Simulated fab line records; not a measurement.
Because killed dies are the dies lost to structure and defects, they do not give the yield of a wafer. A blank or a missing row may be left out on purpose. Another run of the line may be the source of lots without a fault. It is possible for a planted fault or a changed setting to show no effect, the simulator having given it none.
Problem report in the 8D (eight disciplines) form, filled by code    flow sky130    the parts of the form that need people (team, actions taken, sign-off) are left out

1. WHAT WENT WRONG
Across 5 wafers from 3 lots, VIA3_W_RS at SKY_VIA3_RS_MEAS_22 averages 0.2357 ohm/sq, while fault-free wafers read 0.2937 ohm/sq with a standard deviation of 0.0028. Relative to the usual mean, that is a shift of -21 standard deviations.
The step: measures by four-point-probe.
First seen on wafer L143.2, day 43 14:26, on film_metro-04. At this step, 30 wafers from 10 lots have a number in the record. The rule behind "out" and "out of limits": a value lying over 4 standard deviations away from the usual mean. All remaining wafers that have a number are taken as sound.

2. WHAT IT IS; WHAT IT IS NOT
question                     is                                      is not
which readings at this step  VIA3_W_RS                               -
which lots                   L143, L144, L145                        L132, L136, L139, L147, L151, L152, L153
which wafers of those lots   L143.2, L143.3, L144.4, L145.1, L145.6  L143.1, L144.1, L144.5, L145.4
read on which gauges         film_metro-04                           film_metro-01, film_metro-03
when                         from day 43 14:26                       up to then (10 sound wafers); but 15 sound wafers of L144, L145, L147, L151, L152, L153 came after

3. THE SUSPECTS, EACH WITH WHAT RULES IT OUT
Counting: any tool at a process step up to the reading remains a suspect provided it ran every lot that is out. Sound lots after the first of them don't rule it out here, since some wafers of a struck lot are sound.
- the gauge at SKY_VIA3_RS_MEAS_22 has been ruled out. All the wafers that are out were read on film_metro-04, but those of them that SKY_VIA3_CMP_24 has rows for are out there too, on other tools.
- cvd_w-02 at SKY_VIA3_CVD_21 (deposits W, target thk 390 nm, time 117.31 s): kept. Ran every lot that is out, first one L143 (day 43 14:19); last sound lot up to then L139 (day 42 07:58).
- Within cvd_w-02 at SKY_VIA3_CVD_21: the wafers that are out ran in chamber 0; their sound lot-mates ran in chamber 1.
The count leaves cvd_w-02 at SKY_VIA3_CVD_21.

4. THE CAUSE (what the simulator had put in)
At SKY_VIA3_CVD_21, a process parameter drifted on cvd_w-02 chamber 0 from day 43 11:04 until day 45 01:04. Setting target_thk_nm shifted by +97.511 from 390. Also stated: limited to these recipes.
Counting left only this tool.

5. THE EFFECT CHAIN, in route order
Each row: a reading whose mean over the struck wafers that have a number lies more than 3 standard deviations from the usual. Only readings whose record carries a usual standard deviation are examined. hours: median over the lots of the time between each lot's start at the first step of this table that gives one and its start at this step. sigmas: the change, counted in usual standard deviations.
hours  step                  reading             usual          on struck wafers  change   sigmas
0      SKY_VIA3_RS_MEAS_22   VIA3_W_RS           0.2937 ohm/sq  0.2357            -0.0580  -21
0      SKY_VIA3_THK_MEAS_23  VIA3_W_THK          391 nm         484               +93      +19
0      SKY_VIA3_CMP_24       time_to_endpoint_s  95.1 s         119.5             +24.4    +8.4
It contains these process steps:
- SKY_VIA3_CMP_24: polishes, stops on SiO2, t overpolish 20 s, target thk 0 nm.

6. HOW IT WOULD HAVE BEEN CAUGHT EARLIER
In this record the first reading out of limits at a measuring or inspecting step was taken at day 43 14:26, 3 hours after the fault began at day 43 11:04.
No tool reading at SKY_VIA3_CVD_21 that has a usual standard deviation in the record was out on any struck wafer, so an alarm limit of 4 standard deviations on those readings would not have fired.
Lots out: 3; of these, L144, L145 started SKY_VIA3_CVD_21 on cvd_w-02 after day 43 14:26. A hold on the tool at that time would have spared those 2.
